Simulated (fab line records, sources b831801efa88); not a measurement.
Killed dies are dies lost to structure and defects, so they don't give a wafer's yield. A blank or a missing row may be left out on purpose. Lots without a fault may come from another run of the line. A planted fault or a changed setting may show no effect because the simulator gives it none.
A struck lot beside a sound one | flow sky130 | 16 steps out of a route of 708
Sound: wafers L261.1, L261.2, L261.5. Struck: wafers L258.3, L258.5. The cause comes at the end.
At each step with rows: each side's tool, then ch and its chambers, then its first start. Under that, the readings that differ: sound wafers | struck wafers | difference of the means | sigmas: that difference in standard deviations of wafers without a fault.
alike: readings whose means differ by less than 2 such deviations, and words and numbers that are the same on both sides. not compared: withheld readings, readings that some wafer has no value for, bounds like >300 that may hide the same value, and numbers for which the record gives no deviation and whose values overlap.
The two part at a step that has a row with sigmas, a row that says differs or no value, or rows on one side only. Numbers that don't overlap but have no deviation are shown without sigmas and don't part them. A reading that every wafer of one side lacks parts them only if that side has two wafers or more.

first, 1 step without rows for these wafers: SKY_FIELD_ISO_DEVELOP_12 (develop time 60 s).
SKY_FIELD_ISO_CD_MEAS_13: target cd 150 nm.
  sound on cd_sem-01, day 5 07:29; struck on cd_sem-02, day 4 13:07
  alike: cd_nm
SKY_FIELD_ISO_ETCH_14: etches BARC in N2/H2, stops on SiO2, time 45.9 s, target depth 60 nm.
  sound on rie_diel-04 ch 0,2, day 5 07:37; struck on rie_diel-03 ch 0,3, day 4 13:11
  alike: bias_w, chamber_pressure_mTorr, drypump_motor_current_A, oes_product_au, throttle_valve_pct
  not compared: rf_hours_counter_h
SKY_FIELD_ISO_ETCH_15: etches the open film in CHF3/O2, stops on Si, target depth 180 nm, time 72 s.
  sound on rie_diel-04 ch 0,2, day 5 07:39; struck on rie_diel-03 ch 0,3, day 4 13:14
  reading    | sound             | struck      | difference | sigmas
  bias_w (W) | 199.6 199.5 198.9 | 200.9 200.8 | +1.5       | +2
  alike: chamber_pressure_mTorr, drypump_motor_current_A, oes_product_au, throttle_valve_pct
  not compared: rf_hours_counter_h
SKY_FIELD_ISO_STRIP_16: strips in O2/N2.
  sound on plasma_asher-04 ch 0,1, day 5 07:42; struck on plasma_asher-02 ch 1, day 4 13:20
  alike: chamber_pressure_mTorr, drypump_motor_current_A, oes_product_au, strip_time_to_endpoint_s
  not compared: rf_hours_counter_h
SKY_FIELD_ISO_ETCH_17: etches Si in HBr/Cl2/O2, target depth 342 nm, time 97.7 s.
  sound on rie_si-02 ch 0,1,3, day 5 07:48; struck on rie_si-01 ch 2,3, day 4 13:23
  reading                        | sound                | struck        | difference | sigmas
  chamber_pressure_mTorr (mTorr) | 15.016 15.016 14.998 | 14.982 14.989 | -0.024     | -2
  alike: HBr_flow_sccm, bias_w, drypump_motor_current_A, oes_product_au, throttle_valve_pct
  not compared: rf_hours_counter_h
then, 5 steps without rows for these wafers: SKY_FIELD_ISO_WET_ETCH_18 (etches Si3N4 in H3PO4, target depth 25 nm, time 286 s); SKY_FIELD_ISO_CLEAN_19 (cleans in SC1/SC2, time 150 s); SKY_FIELD_ISO_CLEAN_20 (cleans in dHF, time 20 s); SKY_FIELD_ISO_WET_ETCH_21 (etches SiO2 in dHF, target depth 20 nm, time 400 s); SKY_FIELD_ISO_OXIDATION_22 (stabilise 600 s, purge 300 s, target thk 10 nm).
SKY_FIELD_ISO_THK_MEAS_23:
  sound on film_metro-02, day 5 13:58; struck on film_metro-02, day 4 16:17
  alike: FIELD_ISO_OXIDATION_01_THK
SKY_FIELD_ISO_CVD_24: deposits SiO2, target thk 595 nm, time 99.2 s.
  sound on hdpcvd-01 ch 0,2, day 5 14:02; struck on hdpcvd-02 ch 1, day 4 16:19
  reading                                    | sound           | struck      | difference | sigmas
  model.SiO2_of_FIELD_ISO_CVD_24.thk_nm (nm) | 595.6 600 597.4 | 642.5 641.4 | +44.3      |
  alike: sih4_flow_sccm
SKY_FIELD_ISO_THK_MEAS_25:
  sound on film_metro-03, day 5 14:06; struck on film_metro-04, day 4 16:25
  reading                   | sound       | struck  | difference | sigmas
  FIELD_ISO_CVD_24_THK (nm) | 596 600 597 | 643 642 | +45        | +8
then, 2 steps without rows for these wafers: SKY_FIELD_ISO_ANNEAL_26 (time 1800 s); SKY_PAD_OPEN_PROBE_99.

WHERE THEY PART
First at SKY_FIELD_ISO_ETCH_15; last, within this record, at SKY_FIELD_ISO_THK_MEAS_25.

WHY: what the simulator had put in
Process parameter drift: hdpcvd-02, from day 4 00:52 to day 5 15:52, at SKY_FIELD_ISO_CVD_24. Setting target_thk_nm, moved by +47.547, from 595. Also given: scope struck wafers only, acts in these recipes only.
